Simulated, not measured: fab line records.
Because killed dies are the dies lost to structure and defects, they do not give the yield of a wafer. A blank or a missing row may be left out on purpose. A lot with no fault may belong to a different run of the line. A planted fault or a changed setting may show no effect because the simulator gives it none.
Matching of chambers ; flow gf180mcu ; cmp-01 running GF_STI_CMP_25: 4 sister chambers
The step polishes, stops on Si3N4, t overpolish 33 s, target thk 524.6 nm. 4 wafers are shown with their chamber, then 12 later ones without.

WAFERS WITH THEIR CHAMBER
wafer;chamber;motor_current_A (A)
L087.1;2;11.5
L090.1;0;12.4
L090.3;3;14.2
L090.6;1;11.6

WAFERS WHOSE CHAMBER IS MISSING
wafer;motor_current_A (A)
L090.2;11.8
L090.4;11.4
L090.5;11.9
L092.1;12.7
L092.2;11.4
L092.4;13.2
L093.1;14.0
L093.2;12.9
L093.5;12.6
L094.1;12.3
L094.4;12.2
L094.6;12.8

EACH ONE'S CHAMBER
wafer;from the rows above;in truth
L090.2;can't be placed: 1 or 2 or 0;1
L090.4;can't be placed: 2 or 1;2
L090.5;can't be placed: 1 or 2 or 0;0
L092.1;0;0
L092.2;can't be placed: 2 or 1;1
L092.4;can't be placed: 0 or 3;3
L093.1;3;3
L093.2;0;0
L093.5;0;0
L094.1;can't be placed: 0 or 1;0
L094.4;can't be placed: 0 or 1 or 2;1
L094.6;0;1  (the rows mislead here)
4 of 12 placed correctly. Unplaceable from these rows: 7, with the true chamber sitting among the candidates in 7. Placed wrongly: 1.
How it was worked out, from the rows above alone: a wafer's distance from a chamber is the root of the sum, over the readings, of the square of ((its reading less the chamber's mean) divided by the reading's scatter). The wafer belongs to the nearest chamber; if the next one is less than 2 further off, it can't be placed. For every chamber, the mean is computed from those of its wafers that are shown. The scatter (one wafer shown for each chamber): square how far every hidden wafer sits from the nearest shown wafer, average those squares and take the square root.
